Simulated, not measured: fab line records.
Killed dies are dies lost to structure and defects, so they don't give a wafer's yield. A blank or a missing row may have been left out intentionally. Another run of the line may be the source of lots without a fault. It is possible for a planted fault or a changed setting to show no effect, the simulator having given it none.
fab line records | flow sky130 | part 2 of 2: steps 28 to 36 of 36
[record] lots = 5 | wafers = 15 | last-day = 49
route steps=708 shown METAL4@628 VIA4@639 METAL5@661
lots that met no fault: taken from a fault-free run of the same line
start-h: hours from the record's opening day to when the first of the lot's shown wafers began | wait-h: how many hours have passed since the lot's step before this one | " repeats the value in the row above | L1.1+2: a row that stands for several wafers | - no value, or no start given | * or withheld: withheld | < > ~ a bound
route shown NAME@n: NAME is a module with steps in the file, n the number in the route of the first one | usual: average and standard deviation across the fault-free wafers | same: alike in all rows | chamber/n: place in a boat | sites: readings site by site | _std_site: how widely they spread, as a standard deviation | _edge_site: inner sites' mean taken away from outer sites' mean | radius-mm: how far each site lies from the wafer's centre | mask NAME#n: copy n | behind: tool/chamber where the wafer was last shaped | hold: reason for holding the lot/hours on hold/outcome of the hold | device: which transistor (n, p or np) failed to switch | end of line: the route-end tests of the same wafers | a step without rows: its recipe alone | killed: dies lost to structure and defects at the first sort, not the wafer's yield | map: dies across one wafer; x = killed, . = not, _ = none there
set.NAME: the setting the step ran with; set.NAME@STEP: the setting that earlier step ran with | model.NAME: the simulator's own value behind a step, which no gauge read
certain route steps with their lots: each step a table, each wafer a row
services: the hour from which a tool's chamber was out of use, counted from the record's first day as start-h (under 0 if before that day), plus the number of hours and why
[[steps]]
[step SKY_VIA4_CLEAN_16]
[recipe] chemistry = O3/DIW | dry = n2-spin
lot.wafer  | tool         | chamber | start-h | wait-h
L074.1+3+5 | wet-bench-03 | 2       | 985.29  | 0.0
L083.1+2+5 | wet-bench-01 | 0       | 1055.40 | 0.0
L087.2+4+5 | wet-bench-02 | 1       | 1076.12 | 0.0
L088.1+2+4 | wet-bench-03 | 1       | 1082.81 | 0.0
L090.2+4+6 | wet-bench-01 | 3       | 1105.50 | 0.0
[step SKY_VIA4_SPUTTER_17]
[recipe] material = TiN | target-thk-nm = 20 | chamber-pressure-pa = 5 | power-w = 4000 | time-s = 80
[usual] cathode-dc-power-W = 3999.9/0.73 | throttle-valve-pct = 30.0/1.2
lot.wafer | tool           | chamber | start-h | wait-h | cathode-dc-power-W | throttle-valve-pct
L074.1    | pvd-sputter-01 | -       | 985.39  | 0.0    | 4000.1             | 30.4
L074.3    | "              | -       | "       | "      | 4000.2             | 30.3
L074.5    | "              | -       | "       | "      | 3999.2             | 30.5
L083.1    | pvd-sputter-01 | -       | 1055.49 | 0.0    | 3999.8             | 32.9
L083.2    | "              | -       | "       | "      | 3999.5             | 30.4
L083.5    | "              | -       | "       | "      | 4000.9             | 33.0
L087.2    | pvd-sputter-04 | -       | 1076.21 | 0.0    | 4000.2             | 30.2
L087.4    | "              | -       | "       | "      | 4000.2             | 28.7
L087.5    | "              | -       | "       | "      | 3999.8             | 30.1
L088.1    | pvd-sputter-04 | -       | 1082.90 | 0.0    | 3999.8             | 30.6
L088.2    | "              | -       | "       | "      | 3999.7             | 29.5
L088.4    | "              | -       | "       | "      | 4000.0             | 28.7
L090.2    | pvd-sputter-02 | -       | 1105.60 | 0.0    | 4000.5             | 29.2
L090.4    | "              | -       | "       | "      | 3999.2             | 29.3
L090.6    | "              | -       | "       | "      | 3999.3             | 29.4
[step SKY_VIA4_CVD_18]
[recipe] material = W | target-thk-nm = 505 | time-s = 152.14 | temp-c = 400 | pressure-torr = 40
[usual] heater-power-w = 811/37
lot.wafer | tool     | chamber | start-h | wait-h | heater-power-w
L074.1    | cvd-w-01 | 0       | 985.45  | 0.0    | 753
L074.3    | "        | 1       | "       | "      | 840
L074.5    | "        | 1       | "       | "      | 827
L083.1    | cvd-w-01 | 0       | 1055.55 | 0.0    | 758
L083.2    | "        | 1       | "       | "      | 826
L083.5    | "        | 0       | "       | "      | 747
L087.2    | cvd-w-02 | 0       | 1076.27 | 0.0    | 851
L087.4    | "        | 1       | "       | "      | 805
L087.5    | "        | 1       | "       | "      | 807
L088.1    | cvd-w-02 | 1       | 1082.96 | 0.0    | 779
L088.2    | "        | 0       | "       | "      | 829
L088.4    | "        | 1       | "       | "      | 799
L090.2    | cvd-w-02 | 1       | 1105.66 | 0.0    | 789
L090.4    | "        | 1       | "       | "      | 792
L090.6    | "        | 0       | "       | "      | 837
[step SKY_VIA4_RS_MEAS_19]
[recipe] thk-meas-gauge = four-point-probe | reads = W_of_VIA4_CVD_18+TiN_of_VIA4_SPUTTER_17
[usual] VIA4_W_RS = 0.2283/0.0025
lot.wafer | tool          | chamber | start-h | wait-h | VIA4_W_RS[ohm/sq]
L074.1    | film-metro-01 | -       | 985.60  | 0.1    | 0.2302
L074.3    | "             | -       | "       | "      | 0.2292
L074.5    | "             | -       | "       | "      | 0.2252
L083.1    | film-metro-03 | -       | 1055.70 | 0.1    | 0.2248
L083.2    | "             | -       | "       | "      | 0.2272
L083.5    | "             | -       | "       | "      | 0.2274
L087.2    | film-metro-03 | -       | 1076.45 | 0.1    | 0.2300
L087.4    | "             | -       | "       | "      | 0.2288
L087.5    | "             | -       | "       | "      | 0.2280
L088.1    | film-metro-01 | -       | 1083.11 | 0.1    | 0.2273
L088.2    | "             | -       | "       | "      | 0.2288
L088.4    | "             | -       | "       | "      | 0.2286
L090.2    | film-metro-01 | -       | 1105.83 | 0.1    | 0.2314
L090.4    | "             | -       | "       | "      | 0.2313
L090.6    | "             | -       | "       | "      | 0.2299
[step SKY_VIA4_THK_MEAS_20]
[recipe] thk-meas-gauge = xrf | reads = W_of_VIA4_CVD_18
[usual] VIA4_W_THK = 510/6.6
lot.wafer | tool          | chamber | start-h | wait-h | VIA4_W_THK[nm]
L074.1    | film-metro-01 | -       | 985.72  | 0.1    | 505
L074.3    | "             | -       | "       | "      | 506
L074.5    | "             | -       | "       | "      | 512
L083.1    | film-metro-03 | -       | 1055.82 | 0.1    | 524
L083.2    | "             | -       | "       | "      | 522
L083.5    | "             | -       | "       | "      | 519
L087.2    | film-metro-03 | -       | 1076.56 | 0.1    | 509
L087.4    | "             | -       | "       | "      | 515
L087.5    | "             | -       | "       | "      | 513
L088.1    | film-metro-01 | -       | 1083.23 | 0.1    | 508
L088.2    | "             | -       | "       | "      | 506
L088.4    | "             | -       | "       | "      | 505
L090.2    | film-metro-01 | -       | 1105.94 | 0.1    | 498
L090.4    | "             | -       | "       | "      | 494
L090.6    | "             | -       | "       | "      | 500
[step SKY_VIA4_CMP_21]
[recipe] stop-on = SiO2 | t-overpolish-s = 25 | down-force-psi = 3.5 | platen-rpm = 60 | target-thk-nm = 0 | pad-velocity-m-s = 0.94248
[usual] motor-current-A = 11.2/0.97 | overpolish-run-s = 24.999/0.0091 | slurry-flow-ml-min = 150.0/0.42 | time-to-endpoint-s = 122/4.4
[same] t-overpolish-s = 25
lot.wafer | tool   | chamber | start-h | wait-h | motor-current-A | overpolish-run-s | slurry-flow-ml-min | time-to-endpoint-s
L074.3    | cmp-01 | 3       | 985.78  | 0.0    | 10.0            | 24.999           | 149.5              | 116
L074.1    | "      | 2       | "       | "      | 12.4            | 24.994           | 149.4              | 120
L074.5    | "      | 0       | "       | "      | 11.1            | 24.993           | 149.7              | 129
L083.1    | cmp-02 | 0       | 1055.88 | 0.1    | 10.4            | 24.994           | 150.4              | 121
L083.2    | "      | 3       | "       | "      | 11.7            | 25.000           | 150.1              | 126
L083.5    | "      | 1       | "       | "      | 11.7            | 25.007           | 150.7              | 121
L087.4    | cmp-02 | 1       | 1077.47 | 0.9    | 11.5            | 25.019           | 150.1              | 119
L087.2    | "      | 2       | "       | "      | 10.0            | 24.999           | 149.9              | 119
L087.5    | "      | 3       | "       | "      | 11.5            | 25.006           | 149.8              | 120
L088.4    | cmp-01 | 2       | 1083.29 | 0.0    | 12.3            | 25.003           | 149.8              | 118
L088.2    | "      | 3       | "       | "      | 10.4            | 24.997           | 150.2              | 116
L088.1    | "      | 1       | "       | "      | 12.5            | 25.008           | 150.3              | 124
L090.2    | cmp-02 | 0       | 1105.99 | 0.0    | 10.8            | 25.010           | 149.6              | 116
L090.4    | "      | 2       | "       | "      | 10.1            | 24.964           | 150.2              | 123
L090.6    | "      | 1       | "       | "      | 12.0            | 24.991           | 150.2              | 124
[step SKY_METAL5_SPUTTER_00]
[recipe] material = Ti | target-thk-nm = 15 | power-w = 3000 | time-s = 10 | chamber-pressure-pa = 0.4
[usual] cathode-dc-power-W = 3000.0/0.51 | throttle-valve-pct = 30.7/1.3
lot.wafer | tool           | chamber | start-h | wait-h | cathode-dc-power-W | throttle-valve-pct
L074.1    | pvd-sputter-01 | -       | 986.08  | 0.1    | 3000.8             | 30.4
L074.3    | "              | -       | "       | "      | 3000.4             | 30.7
L074.5    | "              | -       | "       | "      | 3000.4             | 30.2
L083.1    | pvd-sputter-01 | -       | 1056.18 | 0.2    | 2998.9             | 30.2
L083.2    | "              | -       | "       | "      | 3000.6             | 30.4
L083.5    | "              | -       | "       | "      | 3000.2             | 30.4
L087.2    | pvd-sputter-04 | -       | 1077.67 | 0.1    | 2999.8             | 29.5
L087.4    | "              | -       | "       | "      | 3000.2             | 29.5
L087.5    | "              | -       | "       | "      | 2999.7             | 30.0
L088.1    | pvd-sputter-04 | -       | 1083.59 | 0.1    | 2999.8             | 30.5
L088.2    | "              | -       | "       | "      | 2999.1             | 30.1
L088.4    | "              | -       | "       | "      | 3000.2             | 29.8
L090.2    | pvd-sputter-01 | -       | 1106.29 | 0.2    | 2999.5             | 30.5
L090.4    | "              | -       | "       | "      | 2999.9             | 32.8
L090.6    | "              | -       | "       | "      | 3000.1             | 30.6
[step SKY_METAL5_SPUTTER_01]
[recipe] material = TiN | target-thk-nm = 20 | power-w = 6500 | time-s = 16.7 | chamber-pressure-pa = 0.4
[usual] cathode-dc-power-W = 6499.8/1.1 | throttle-valve-pct = 30.7/1.3
lot.wafer | tool           | chamber | start-h | wait-h | cathode-dc-power-W | throttle-valve-pct
L074.1    | pvd-sputter-01 | -       | 986.10  | 0.0    | 6499.4             | 30.6
L074.3    | "              | -       | "       | "      | 6499.8             | 30.7
L074.5    | "              | -       | "       | "      | 6499.0             | 30.5
L083.1    | pvd-sputter-01 | -       | 1056.20 | 0.0    | 6499.0             | 30.2
L083.2    | "              | -       | "       | "      | 6498.6             | 30.6
L083.5    | "              | -       | "       | "      | 6499.7             | 30.8
L087.2    | pvd-sputter-04 | -       | 1077.70 | 0.0    | 6501.0             | 30.0
L087.4    | "              | -       | "       | "      | 6500.8             | 29.8
L087.5    | "              | -       | "       | "      | 6498.8             | 30.1
L088.1    | pvd-sputter-04 | -       | 1083.62 | 0.0    | 6500.7             | 30.6
L088.2    | "              | -       | "       | "      | 6497.0             | 30.0
L088.4    | "              | -       | "       | "      | 6501.3             | 29.7
L090.2    | pvd-sputter-01 | -       | 1106.31 | 0.0    | 6501.0             | 30.6
L090.4    | "              | -       | "       | "      | 6502.0             | 33.0
L090.6    | "              | -       | "       | "      | 6500.8             | 30.4
[step SKY_METAL5_SPUTTER_02]
[recipe] material = AlCu | target-thk-nm = 1150 | power-w = 10600 | time-s = 61.2 | chamber-pressure-pa = 0.4
[usual] cathode-dc-power-W = 10600/1.9 | throttle-valve-pct = 30.7/1.3
lot.wafer | tool           | chamber | start-h | wait-h | cathode-dc-power-W | throttle-valve-pct
L074.1    | pvd-sputter-01 | -       | 986.13  | 0.0    | 10600              | 30.2
L074.3    | "              | -       | "       | "      | 10599              | 30.4
L074.5    | "              | -       | "       | "      | 10599              | 30.6
L083.1    | pvd-sputter-01 | -       | 1056.23 | 0.0    | 10601              | 30.4
L083.2    | "              | -       | "       | "      | 10597              | 30.5
L083.5    | "              | -       | "       | "      | 10598              | 30.7
L087.2    | pvd-sputter-04 | -       | 1077.72 | 0.0    | 10599              | 30.0
L087.4    | "              | -       | "       | "      | 10598              | 29.6
L087.5    | "              | -       | "       | "      | 10601              | 30.2
L088.1    | pvd-sputter-04 | -       | 1083.64 | 0.0    | 10598              | 30.5
L088.2    | "              | -       | "       | "      | 10597              | 30.3
L088.4    | "              | -       | "       | "      | 10599              | 29.7
L090.2    | pvd-sputter-01 | -       | 1106.34 | 0.0    | 10599              | 30.4
L090.4    | "              | -       | "       | "      | 10600              | 33.0
L090.6    | "              | -       | "       | "      | 10602              | 30.4
[[services]]
tool             | chamber | start-h | hours | kind
rie-metal-02     | -       | 939.00  | 2.8   | pm
rie-metal-02     | -       | 947.20  | 3.2   | repair
rie-diel-04      | -       | 960.74  | 0.7   | repair
rie-diel-03      | 3       | 972.09  | 5.0   | repair
rie-diel-04      | -       | 980.57  | 2.8   | pm
rie-metal-04     | 1       | 1002.82 | 45.7  | repair
rie-diel-04      | 2       | 1003.25 | 4.7   | repair
hdpcvd-01        | -       | 1006.87 | 2.8   | pm
cmp-02           | -       | 1008.26 | 5.1   | pm
hdpcvd-01        | -       | 1013.85 | 1.1   | repair
iline-stepper-01 | -       | 1021.21 | 1.7   | pm
cmp-02           | -       | 1023.48 | 5.5   | repair
rie-diel-04      | 3       | 1024.93 | 14.7  | repair
plasma-asher-02  | -       | 1043.21 | 0.8   | repair
rie-metal-04     | -       | 1044.53 | 14.6  | pm
rie-diel-03      | 0       | 1052.23 | 3.6   | repair
rie-metal-03     | -       | 1052.25 | 0.3   | repair
cmp-01           | -       | 1073.52 | 3.4   | pm
pvd-sputter-01   | -       | 1080.86 | 4.2   | repair
cmp-01           | -       | 1084.03 | 4.0   | pm
rie-metal-02     | 0       | 1085.63 | 14.8  | repair
rie-metal-03     | -       | 1086.03 | 0.8   | repair
cmp-02           | -       | 1097.44 | 2.2   | repair
cmp-01           | -       | 1104.35 | 0.3   | repair
